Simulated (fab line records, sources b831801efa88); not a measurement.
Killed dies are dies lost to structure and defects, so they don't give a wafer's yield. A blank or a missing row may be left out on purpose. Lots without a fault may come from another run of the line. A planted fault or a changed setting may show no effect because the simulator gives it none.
Which tool did it? | flow sky130 | 12 lots, 36 wafers sampled, at 1 step of a route of 708

WHAT THE GAUGES READ, wafer by wafer
SKY_SD_N_OVL_MEAS_08.
lot  | measured     | on         | SD_N_OVL (nm)
L075 | day 28 08:13 | overlay-02 | -3.4 -1.7 -0.8
L077 | day 29 03:57 | overlay-02 | 1.8 2.9 0.9
L079 | day 29 23:21 | overlay-01 | -0.1 -0.5 0.1
L081 | day 30 04:10 | overlay-01 | -0.4 -1.2 -0.6
L083 | day 31 01:41 | overlay-02 | 0.8 0.1 1.2
L084 | day 31 08:55 | overlay-02 | 0.1 0.1 -2.2
L087 | day 32 03:00 | overlay-02 | 0.2 1.3 0.7
L089 | day 32 18:52 | overlay-02 | 1.4 1.8 -1.1
L091 | day 34 01:16 | overlay-01 | -0.3 0.9 -0.5
L092 | day 34 03:25 | overlay-01 | 3.6 3.2 2.4
L095 | day 34 20:52 | overlay-02 | 1.2 1.2 1.6
L097 | day 35 08:44 | overlay-01 | -0.1 -1.4 -3.2

WHICH TOOL RAN EACH LOT (tool, then ch and the chambers of the sampled wafers, then the start)
The record holds no process step before these readings.

THE ANSWER, worked out from the rows above alone
Rule: what is usual is taken from the lots themselves. Put in order of their means at a reading, lots are off if they are a third of the lots or fewer, leave a main group of 4 or more, and stand apart from it by a gap of 3 or more times the standard deviation of the main group's means; of several such gaps the widest counts. A main group whose means are all the same, to the digits that the tables above print for the reading, isn't used. A lot without any number at a reading at which 4 lots or more have one is off too. The other lots that the step has rows for count as sound.
No lot is off at any reading shown: from this, nothing can be told.

WHAT THE SIMULATOR HAD PUT IN
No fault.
